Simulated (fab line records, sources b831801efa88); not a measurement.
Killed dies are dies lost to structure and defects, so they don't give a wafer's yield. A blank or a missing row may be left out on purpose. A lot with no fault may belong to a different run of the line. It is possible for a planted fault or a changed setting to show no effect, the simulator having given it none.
Which tool did it? | flow gf180mcu | 6 lots with 18 wafers sampled at 2 steps, on a route of 602 steps

== WHAT THE GAUGES READ, wafer by wafer ==
GF_VT_IMPLANT_RS_MEAS_48: a four-point-probe measurement.
lot  | measured     | on            | LVPWELL_RS (ohm/sq)
L239 | day 8 00:03  | film-metro-04 | 1193 1193 1194
L241 | day 8 11:47  | film-metro-04 | 1198 1196 1197
L249 | day 11 08:20 | film-metro-03 | 1229 1233 1230
L251 | day 11 13:17 | film-metro-04 | 1195 1200 1195
L256 | day 12 21:05 | film-metro-03 | 1200 1204 1203
L259 | day 13 17:53 | film-metro-01 | 1192 1194 1196

== WHAT TOOL EACH LOT RAN ON (gives the tool, then ch and the chambers of the sampled wafers, and finally the start) ==
lot  | GF_LVPWELL_IMPLANT_09
L239 | implanter-01 ch 0, day 4 06:55
L241 | implanter-03 ch 0, day 4 17:23
L249 | implanter-01 ch 0, day 7 00:31
L251 | implanter-02 ch 0, day 7 04:11
L256 | implanter-03 ch 0, day 8 07:13
L259 | implanter-03 ch 0, day 9 02:02
- GF_LVPWELL_IMPLANT_09

== THE ANSWER, worked out from the rows above alone ==
Rule: the lots themselves supply what counts as usual. Put in order of their means at a reading, lots are off if they are a third of the lots or fewer, leave a main group of 4 or more, and stand apart from it by a gap of 3 or more times the standard deviation of the main group's means; of several such gaps the widest counts. If all means in a main group match to the digits the tables above print for the reading, that group is not used. Also off: a lot with no number at a reading for which 4 or more lots have one. Where the step has rows for the other lots, those lots are counted as sound.
Off: L249, at GF_VT_IMPLANT_RS_MEAS_48 (LVPWELL_RS). Main group: mean 1197 ohm/sq, sd 3.2.
If a tool, at a process step before that reading, ran all the lots that are off and no sound lot after the first of them, it fits. The gauges at GF_VT_IMPLANT_RS_MEAS_48 are tried like those tools. One fits: implanter-01 at GF_LVPWELL_IMPLANT_09. A fault onset in the window from L239 (day 4 06:55, its last sound lot) to L249 (day 7 00:31, its first lot off) fits.

== WHAT WAS PUT IN BY THE SIMULATOR ==
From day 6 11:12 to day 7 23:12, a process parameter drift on implanter-01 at GF_LVPWELL_IMPLANT_09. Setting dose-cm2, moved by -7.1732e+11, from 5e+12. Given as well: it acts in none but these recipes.
Shown lots that were struck: L249. The rule above reached the same finding.
